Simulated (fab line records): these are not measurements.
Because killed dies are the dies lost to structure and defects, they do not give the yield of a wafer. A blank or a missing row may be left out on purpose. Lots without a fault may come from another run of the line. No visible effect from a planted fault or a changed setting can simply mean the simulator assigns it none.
Matching of chambers -- flow sky130 -- cmp-01 running SKY_CONTACT_CMP_27: 4 sister chambers
The step polishes, stops on SiO2, t overpolish 15 s, target thk 0 nm. 36 wafers are shown with their chamber, then 12 later ones without.

== WAFERS PAIRED WITH THEIR CHAMBERS ==
wafer,chamber,motor-current-A (A),time-to-endpoint-s (s),head-pressure-psi (psi)
L074.1,0,11.3,83,3.498
L074.2,2,12.1,83,3.497
L074.6,0,9.9,83,3.499
L080.2,2,11.9,82,3.510
L080.5,0,11.2,81,3.514
L080.6,3,12.5,80,3.495
L081.1,3,11.9,85,3.497
L081.2,1,11.9,78,3.505
L081.6,3,11.9,84,3.503
L082.2,2,11.2,82,3.491
L082.4,0,11.3,78,3.499
L082.6,0,10.9,76,3.494
L083.2,2,11.8,83,3.497
L083.4,0,10.9,79,3.504
L083.6,1,11.7,82,3.499
L085.1,2,12.0,80,3.491
L085.4,3,12.4,84,3.507
L085.5,2,11.7,79,3.490
L086.1,3,11.9,86,3.492
L086.2,0,11.2,86,3.504
L086.4,2,11.3,80,3.495
L088.1,0,11.1,85,3.505
L088.4,3,12.1,84,3.502
L088.6,0,11.0,81,3.494
L089.1,2,11.5,80,3.493
L089.2,3,11.7,87,3.501
L089.4,0,11.0,83,3.509
L090.2,3,11.6,86,3.499
L090.5,2,11.9,81,3.511
L090.6,3,12.3,84,3.495
L091.2,2,12.1,82,3.491
L091.3,3,11.8,87,3.488
L091.4,1,11.3,79,3.506
L092.1,3,12.3,82,3.500
L092.3,0,11.2,76,3.495
L092.4,1,11.6,82,3.495

SIGNATURES (means of the wafers above)
reading,chamber 0,chamber 1,chamber 2,chamber 3,scatter within a chamber
motor-current-A,11.000,11.625,11.750,12.036,0.333
time-to-endpoint-s,81.00,80.25,81.20,84.45,2.44
head-pressure-psi,3.50136,3.50125,3.49660,3.49809,0.00644
Rule: distance of a wafer from a chamber = root of the sum over the readings of ((wafer's reading minus chamber's mean) / reading's scatter) squared. If the next closest chamber is less than 2 further off than the closest, the wafer can't be placed; otherwise it belongs to the closest. How the scatter is found: for the shown wafers, subtract from each reading the mean of its chamber, square and add these, divide the total by (wafers less chambers), then take the root.

== WAFERS MISSING THEIR CHAMBER ==
wafer,motor-current-A (A),time-to-endpoint-s (s),head-pressure-psi (psi)
L094.2,11.1,85,3.502
L094.4,12.1,85,3.497
L094.6,11.9,89,3.511
L093.4,11.5,80,3.510
L093.5,11.4,89,3.496
L093.6,11.1,81,3.502
L095.3,12.2,88,3.503
L095.4,11.6,79,3.487
L095.5,11.0,84,3.499
L097.3,11.7,84,3.494
L097.4,11.0,80,3.495
L097.5,11.5,84,3.507

== WHICH CHAMBER EACH WENT THROUGH ==
wafer,from the rows above,in truth
L094.2,can't be placed: 0 or 1 or 2 or 3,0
L094.4,can't be placed: 3 or 2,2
L094.6,can't be placed: 3 or 2 or 1 or 0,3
L093.4,can't be placed: 1 or 0 or 2 or 3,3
L093.5,can't be placed: 3 or 2 or 0 or 1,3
L093.6,can't be placed: 0 or 1 or 2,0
L095.3,can't be placed: 3 or 2 or 1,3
L095.4,can't be placed: 2 or 1 or 0 or 3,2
L095.5,can't be placed: 0 or 1 or 2 or 3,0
L097.3,can't be placed: 3 or 2 or 1 or 0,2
L097.4,can't be placed: 0 or 1 or 2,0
L097.5,can't be placed: 1 or 2 or 0 or 3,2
0 of 12 placed correctly. Not placeable from these rows: 12 (in 12, the candidates include the true chamber). Placed wrongly: 0.
